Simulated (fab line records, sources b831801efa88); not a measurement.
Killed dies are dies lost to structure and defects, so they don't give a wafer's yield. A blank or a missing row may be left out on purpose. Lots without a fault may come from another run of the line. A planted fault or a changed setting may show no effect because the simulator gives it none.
Problem report in the 8D (eight disciplines) form, filled by code | flow gf180mcu | the parts of the form that need people (team, actions taken, sign-off) are left out

1. THE PROBLEM
STI_CVD_03_THK at GF_STI_THK_MEAS_04 reads a mean of 174.6 nm on 6 wafers of 2 lots; wafers without a fault read 208.4 nm with a standard deviation of 1.6. That is -21 standard deviations from the usual mean.
First seen on wafer L286.1, day 4 01:44, on film_metro-01. The record holds 33 wafers of 11 lots with a number at this step. Rule for "out", or "out of limits": more than 4 standard deviations from the usual mean. The other wafers with a number count as sound.

2. WHAT IT IS AND WHAT IT IS NOT
question                    | is                           | is not
which readings at this step | STI_CVD_03_THK               | -
which lots                  | L286, L289                   | L274, L275, L276, L277, L278, L279, L280, L294, L297
which wafers of those lots  | all that have a number       | -
read on which gauges        | film_metro-01, film_metro-02 | film_metro-04
when                        | from day 4 01:44             | up to then (21 sound wafers); but 6 sound wafers of L294, L297 came after

3. SUSPECTS, AND WHAT RULES EACH OUT
Counting: a tool at a process step up to the reading stays a suspect if it ran every lot that is out and no sound lot after the first of them.
- the gauge at GF_STI_THK_MEAS_04: ruled out. The wafers that are out were read on 2 gauges (film_metro-01, film_metro-02).
- lpcvd-02 at GF_STI_CVD_03 (deposits Si3N4 from DCS/NH3, target thk 207.16 nm, time 3551 s): kept. It ran every lot that is out, first L286 (day 3 23:45), and no sound lot after that; its last sound lot up to then is L280 (day 2 19:49). Its own readings are out on those wafers: spike_tc_centre_C, spike_tc_lower_C, spike_tc_upper_C, susceptor_temp_C.
Left after counting: lpcvd-02 at GF_STI_CVD_03.

4. THE CAUSE (what the simulator had put in)
Process parameter drift: lpcvd-02, from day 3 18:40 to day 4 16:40, at GF_STI_CVD_03. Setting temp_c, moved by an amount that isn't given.
Counting left only this tool.

5. THE CHAIN OF EFFECTS, in route order
Each row: a reading whose mean over the struck wafers that have a number lies more than 3 standard deviations from the usual. Only readings for which the record gives a usual standard deviation are gone through. hours: the time from each lot's start at the first step in this table that gives one to its start at this step, as a median over the lots. sigmas: the change in usual standard deviations.
hours | step               | reading           | usual      | on struck wafers | change | sigmas
0     | GF_STI_CVD_03      | spike_tc_bottom_C | 788.0 C    | 779.6            | -8.4   | -4.4
0     | GF_STI_CVD_03      | spike_tc_centre_C | 770.2 C    | 760.7            | -9.5   | -7.3
0     | GF_STI_CVD_03      | spike_tc_lower_C  | 770.2 C    | 761.2            | -9.0   | -8.2
0     | GF_STI_CVD_03      | spike_tc_top_C    | 785.8 C    | 778.1            | -7.6   | -3.6
0     | GF_STI_CVD_03      | spike_tc_upper_C  | 769.8 C    | 760.4            | -9.4   | -8.5
0     | GF_STI_CVD_03      | susceptor_temp_C  | 770.1 C    | 760.9            | -9.2   | -28
2     | GF_STI_THK_MEAS_04 | STI_CVD_03_THK    | 208.4 nm   | 174.6            | -33.8  | -21
15    | GF_STI_ETCH_13     | oes_product_au    | 0.835 a.u. | 0.763            | -0.072 | -13
The process steps in it:
- GF_STI_CVD_03: deposits Si3N4 from DCS/NH3, target thk 207.16 nm, time 3551 s.
- GF_STI_ETCH_13: etches the open film in CHF3/O2, stops on Si, target depth 282.31 nm, time 112.9 s.
Later measuring or inspecting steps at which every struck wafer that the step has a row for has a number for every such reading, and none has moved that far: GF_NSD_CD_MEAS_07, GF_SALICIDE_THK_MEAS_05.

6. WHAT WOULD HAVE CAUGHT IT SOONER
In this record the first reading out of limits at a measuring or inspecting step was taken at day 4 01:44, 7 hours after the fault began at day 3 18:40.
The tool's own readings at GF_STI_CVD_03 were out on every struck wafer that the step has a row for (spike_tc_centre_C, spike_tc_lower_C, spike_tc_upper_C, susceptor_temp_C): an alarm limit on them would have fired on the first of those.
Of the lots that are out (2), L289 began GF_STI_CVD_03 on lpcvd-02 after day 4 01:44. A hold on the tool at that time would have spared it.
